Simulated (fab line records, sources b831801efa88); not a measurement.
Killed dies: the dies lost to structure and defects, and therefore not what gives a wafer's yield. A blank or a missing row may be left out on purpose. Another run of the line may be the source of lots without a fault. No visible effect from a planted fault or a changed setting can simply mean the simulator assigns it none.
Which tool did it?    flow sky130    at 1 step of a route of 708, 11 lots with 33 wafers sampled

== WHAT THE GAUGES SHOWED, per wafer ==
SKY_CAPM_OVL_MEAS_12. Usual: for CAPM_OVL the level is -0.7 nm and the standard deviation is 1.1.
lot   measured      on          CAPM_OVL (nm)   flag
L968  day 37 17:13  overlay-01  -0.5 -1.3 -2.7  
L969  day 37 20:19  overlay-01  -2.9 -0.3 -0.3  
L970  day 37 22:43  overlay-01  -0.9 -0.5 -1.6  
L971  day 38 09:16  overlay-01  -1.2 -0.3 -1.0  
L975  day 39 14:16  overlay-02  -0.4 -0.2 -2.5  
L976  day 39 21:22  overlay-01  -0.7 0.2 -1.2   
L982  day 42 09:37  overlay-01  0.4 -1.0 -0.4   
L983  day 42 10:16  overlay-01  -0.3 -0.4 -0.4  
L984  day 42 10:16  overlay-02  -0.9 -1.8 0.9   
L988  day 43 01:07  overlay-02  -2.3 -1.0 -2.5  
L989  day 43 13:55  overlay-02  -0.4 -1.8 -0.2  

== WHICH TOOL RAN EACH LOT (tool, then ch and the chambers of the sampled wafers, then the start) ==
Record: no process step prior to these readings.

== AS READ BY THE TOOLS THEMSELVES (means over the sampled wafers that have a number; for cases with no such wafer, the mark the record gives instead) ==
The record holds no such reading with a usual standard deviation.

== THE ANSWER, worked out from the rows above alone ==
Rule: a lot counts as off when the mean over its wafers that have a number is more than 3 standard deviations away from the usual mean. Also off: a lot with no number at a reading for which 4 or more lots have one. Where the step has rows for the other lots, those lots are counted as sound. Order of review: gauges by route order, followed by the tools' own readings, for which a lot's mean as printed above is used. At the first step where some lot is off, the reading lying furthest off is the one used; lots without a number count as furthest.
None of the lots is off at any reading shown; this tells nothing.

== WHAT THE SIMULATOR HAD PUT IN ==
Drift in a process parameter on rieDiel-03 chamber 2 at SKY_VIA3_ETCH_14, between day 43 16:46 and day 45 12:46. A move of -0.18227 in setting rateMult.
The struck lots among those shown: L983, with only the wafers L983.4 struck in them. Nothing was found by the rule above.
